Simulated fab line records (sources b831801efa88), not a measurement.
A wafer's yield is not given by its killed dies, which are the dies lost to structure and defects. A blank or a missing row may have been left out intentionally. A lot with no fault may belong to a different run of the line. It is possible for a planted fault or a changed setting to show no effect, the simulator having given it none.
Struck lot and sound lot, side by side + flow sky130 + 21 steps out of a route of 708
Sound: the wafers L448.1, L448.3, L448.6. The struck wafers were L451.1, L451.2, L451.4. The cause is given at the end.
Order at every step that has rows: each side's tool, ch and its chambers, its first start. Under that, the readings that differ: sound wafers + struck wafers + difference of the means + sigmas: that difference in standard deviations of wafers without a fault.
alike: same words and numbers on both sides, and readings whose means sit less than 2 such deviations apart. not compared: any withheld reading, any reading some wafer has no value for, any bound like >300 that may hide the same value, and any number with overlapping values for which the record gives no deviation.
The two part at a step that has a row with sigmas, a row that says differs or no value, or rows on one side only. Non-overlapping numbers with no deviation appear without sigmas and do not part them. Lack of a reading on every wafer of one side parts them only where that side has two or more wafers.

first, 3 steps without rows for these wafers: SKY_POLY_CUT_EXPOSE_05 (exposes mask NPCM, target cd 270 nm); SKY_POLY_CUT_PEB_06; SKY_POLY_CUT_DEVELOP_07 (develop time 60 s).
SKY_POLY_CUT_CD_MEAS_08: the cd target is 270 nm.
  struck on cdSem-01, day 28 10:55; sound on cdSem-01, day 27 07:43
  alike: cdNm
SKY_POLY_CUT_OVL_MEAS_09:
  struck on overlay-01, day 28 11:02; sound on overlay-01, day 27 07:50
  alike: POLY_CUT_OVL
SKY_POLY_CUT_ETCH_10: etches BARC in N2/H2, stops on SiO2, time 45.9 s, target depth 60 nm.
  sound on rieDiel-03 ch 0,2, day 27 07:52; struck on rieDiel-02 ch 0,2,3, day 28 11:04
  alike: drypumpMotorCurrentA, oesProductAu, throttleValvePct
  not compared: rfHoursCounterH
SKY_POLY_CUT_ETCH_11: etches Si3N4 in CF4/CH2F2/Ar, stops on poly-Si, time 42.5 s, target depth 60 nm.
  sound on rieDiel-03 ch 0,2, day 27 07:55; struck on rieDiel-02 ch 0,2,3, day 28 11:07
  alike: cf4FlowSccm, drypumpMotorCurrentA, oesProductAu, throttleValvePct
  not compared: rfHoursCounterH
SKY_POLY_CUT_STRIP_12: strips in O2/N2.
  sound on plasmaAsher-01 ch 0,1, day 27 07:57; struck on plasmaAsher-04 ch 0,1, day 28 11:09
  alike: drypumpMotorCurrentA, oesProductAu, stripTimeToEndpointS
  not compared: rfHoursCounterH
then, 4 steps without rows for these wafers: SKY_SD_P_DEHYDRATE_00 (time 60 s); SKY_SD_P_HMDS_01 (prime time 60 s); SKY_SD_P_COAT_02 (resist thk 1140 nm); SKY_SD_P_SOFTBAKE_03 (time 60 s).
SKY_SD_P_EXPOSE_04: exposes mask PSDM, target cd 380 nm.
  sound on ilineStepper-02 ch 0, day 27 22:26; struck on ilineStepper-01 ch 0, day 29 01:32
| reading | sound                | struck               | difference | sigmas |
|---------|----------------------|----------------------|------------|--------|
| mask    | PSDM#0 PSDM#0 PSDM#0 | NSDM#0 NSDM#0 NSDM#0 | differs    |        |
then, 2 steps without rows for these wafers: SKY_SD_P_PEB_05; SKY_SD_P_DEVELOP_06 (develop time 60 s).
SKY_SD_P_CD_MEAS_07: the cd target is 380 nm.
  struck on cdSem-02, day 29 14:58; sound on cdSem-02, day 28 12:28
| reading   | sound             | struck | difference                    | sigmas |
|-----------|-------------------|--------|-------------------------------|--------|
| cdNm (nm) | 381.6 382.7 381.9 | - - -  | no value on the struck wafers |        |
SKY_SD_P_OVL_MEAS_08:
  struck on overlay-02, day 29 15:05; sound on overlay-01, day 28 12:35
| reading       | sound          | struck | difference                    | sigmas |
|---------------|----------------|--------|-------------------------------|--------|
| SD_P_OVL (nm) | -0.5 -1.5 -0.5 | - - -  | no value on the struck wafers |        |
after that, 1 step had no rows for these wafers: SKY_SD_P_IMPLANT_09.
SKY_SD_P_STRIP_10: strips in O2/N2.
  sound on plasmaAsher-03 ch 0,1, day 28 12:46; struck on plasmaAsher-03 ch 0,1, day 29 15:16
  alike: drypumpMotorCurrentA, oesProductAu, stripTimeToEndpointS
  not compared: rfHoursCounterH
SKY_SD_P_TW_MEAS_11:
  struck on filmMetro-02, day 29 15:22; sound on filmMetro-01, day 28 12:52
| reading | sound          | struck   | difference | sigmas      |
|---------|----------------|----------|------------|-------------|
| SD_P_TW | 2810 2829 2805 | 30 30 30 | -2785      | -99 or more |
then, 1 step without rows for these wafers: SKY_RES_XHIGH_DEHYDRATE_00 (time 60 s).

== WHERE THEY PART ==
Last at SKY_SD_P_TW_MEAS_11 as far as this record goes, first at SKY_SD_P_EXPOSE_04.

WHY: whatever the simulator had introduced
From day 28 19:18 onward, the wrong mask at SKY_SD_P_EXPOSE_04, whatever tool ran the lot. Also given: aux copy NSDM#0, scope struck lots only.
